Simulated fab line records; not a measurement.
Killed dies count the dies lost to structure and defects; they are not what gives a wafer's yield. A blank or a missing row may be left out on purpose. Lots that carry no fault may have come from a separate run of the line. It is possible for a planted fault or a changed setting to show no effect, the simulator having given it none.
Commonality check across tools + flow sky130 + Sampled: 11 lots, 33 wafers

## WHY THIS WAS OPENED
SKY_CONTACT_RS_MEAS_25, reading CONTACT_W_RS: flagged on 2 of 11 lots. Wafers without a fault read 0.340 ohm/sq, standard deviation 0.0041.
Rule: a lot is flagged when every wafer of it that has a number lies more than 4 standard deviations from that mean, or none has a number. All remaining lots are regarded as sound.

| lot  | measured     | on            | CONTACT_W_RS (ohm/sq), wafer by wafer | flag    |
|------|--------------|---------------|---------------------------------------|---------|
| L254 | day 30 22:23 | film metro-03 | 0.334 0.336 0.341                     |         |
| L255 | day 32 00:20 | film metro-03 | 0.343 0.338 0.339                     |         |
| L258 | day 32 23:39 | film metro-02 | 0.337 0.333 0.339                     |         |
| L257 | day 33 03:25 | film metro-03 | 0.339 0.339 0.340                     |         |
| L260 | day 34 14:46 | film metro-02 | 0.347 0.345 0.345                     |         |
| L263 | day 34 21:26 | film metro-03 | 0.344 0.342 0.343                     |         |
| L265 | day 36 20:03 | film metro-02 | 0.343 0.342 0.342                     |         |
| L269 | day 37 01:08 | film metro-03 | 0.284 0.280 0.284                     | FLAGGED |
| L271 | day 37 01:51 | film metro-02 | 0.279 0.280 0.278                     | FLAGGED |
| L272 | day 37 05:55 | film metro-02 | 0.333 0.330 0.331                     |         |
| L276 | day 38 12:23 | film metro-03 | 0.340 0.337 0.339                     |         |
On average the flagged lots' numbers are 0.281 ohm/sq, which is -0.059 ohm/sq against the usual, or -14 standard deviations.

## WHICH TOOL EACH LOT WENT THROUGH
3 process steps preceding the reading are held in the record, out of 708 steps in the route. Read each cell as the tool, then ch plus the chambers that the sampled wafers visited, then the start.
| lot  | flag    | SKY_LI_CONTACT_CMP_24         | SKY_CONTACT_SPUTTER_23       | SKY_CONTACT_CVD_24            |
|------|---------|-------------------------------|------------------------------|-------------------------------|
| L254 |         | cmp-02 ch 1,2,3, day 28 11:54 | pvd sputter-01, day 30 22:13 | cvd w-02 ch 0,1, day 30 22:16 |
| L255 |         | cmp-02 ch 1,2,3, day 29 13:36 | pvd sputter-04, day 32 00:10 | cvd w-01 ch 0,1, day 32 00:13 |
| L258 |         | cmp-02 ch 0,1,3, day 30 12:25 | pvd sputter-04, day 32 23:28 | cvd w-02 ch 0,1, day 32 23:31 |
| L257 |         | cmp-01 ch 1,2,3, day 30 17:48 | pvd sputter-01, day 33 03:14 | cvd w-01 ch 0,1, day 33 03:18 |
| L260 |         | cmp-02 ch 0,1,3, day 32 04:51 | pvd sputter-01, day 34 14:36 | cvd w-01 ch 0,1, day 34 14:40 |
| L263 |         | cmp-02 ch 0,3, day 32 12:47   | pvd sputter-04, day 34 21:16 | cvd w-01 ch 0,1, day 34 21:19 |
| L265 |         | cmp-01 ch 2,3, day 34 12:28   | pvd sputter-04, day 36 19:53 | cvd w-01 ch 0,1, day 36 19:56 |
| L269 | FLAGGED | cmp-02 ch 1,3, day 34 17:26   | pvd sputter-03, day 37 00:57 | cvd w-01 ch 0,1, day 37 01:01 |
| L271 | FLAGGED | cmp-01 ch 0,1, day 34 18:26   | pvd sputter-04, day 37 01:39 | cvd w-01 ch 0,1, day 37 01:43 |
| L272 |         | cmp-02 ch 2,3, day 34 21:21   | pvd sputter-04, day 37 05:42 | cvd w-02 ch 0,1, day 37 05:47 |
| L276 |         | cmp-01 ch 0,2, day 36 07:10   | pvd sputter-01, day 38 12:13 | cvd w-02 ch 0,1, day 38 12:16 |
What the steps here do:
- SKY_LI_CONTACT_CMP_24: polishes, stops on PSG, t overpolish 20 s, target thk 0 nm.
- SKY_CONTACT_SPUTTER_23: material TiN, target thk 20 nm, time 80 s.
- SKY_CONTACT_CVD_24: deposits W, target thk 340 nm, time 102.12 s.
- SKY_CONTACT_RS_MEAS_25: measures by four-point-probe.

## FLAGGED AGAINST TOTAL, ONE TOOL AT A TIME (gauges that did the reading follow at the end)
| step                   | tool           | lots run | flagged | share of the flagged lots | sound lots run after its first flagged lot |
|------------------------|----------------|----------|---------|---------------------------|--------------------------------------------|
| SKY_LI_CONTACT_CMP_24  | cmp-01         | 4        | 1       | some                      | 1 (L276)                                   |
| SKY_LI_CONTACT_CMP_24  | cmp-02         | 7        | 1       | some                      | 1 (L272)                                   |
| SKY_CONTACT_SPUTTER_23 | pvd sputter-01 | 4        | 0       | none                      | -                                          |
| SKY_CONTACT_SPUTTER_23 | pvd sputter-03 | 1        | 1       | some                      | 0                                          |
| SKY_CONTACT_SPUTTER_23 | pvd sputter-04 | 6        | 1       | some                      | 1 (L272)                                   |
| SKY_CONTACT_CVD_24     | cvd w-01       | 7        | 2       | all                       | 0                                          |
| SKY_CONTACT_CVD_24     | cvd w-02       | 4        | 0       | none                      | -                                          |
| SKY_CONTACT_RS_MEAS_25 | film metro-02  | 5        | 1       | some                      | 1 (L272)                                   |
| SKY_CONTACT_RS_MEAS_25 | film metro-03  | 6        | 1       | some                      | 1 (L276)                                   |

## WHAT THE TABLE ALLOWS
All flagged lots share 1 row of the table, namely cvd w-01 at SKY_CONTACT_CVD_24.
- cvd w-01 at SKY_CONTACT_CVD_24 ran 7 lots, 2 of them flagged. A fault beginning between L265 (day 36 19:56), its last sound lot, and L269 (day 37 01:01), its first flagged one, fits the data.
Left over: one tool, cvd w-01 at SKY_CONTACT_CVD_24.

## WHAT HAD BEEN PUT IN BY THE SIMULATOR
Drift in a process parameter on cvd w-01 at SKY_CONTACT_CVD_24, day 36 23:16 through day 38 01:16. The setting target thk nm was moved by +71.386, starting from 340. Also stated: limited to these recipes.
Struck lots among those shown: L269, L271. The rule given above showed the same thing.
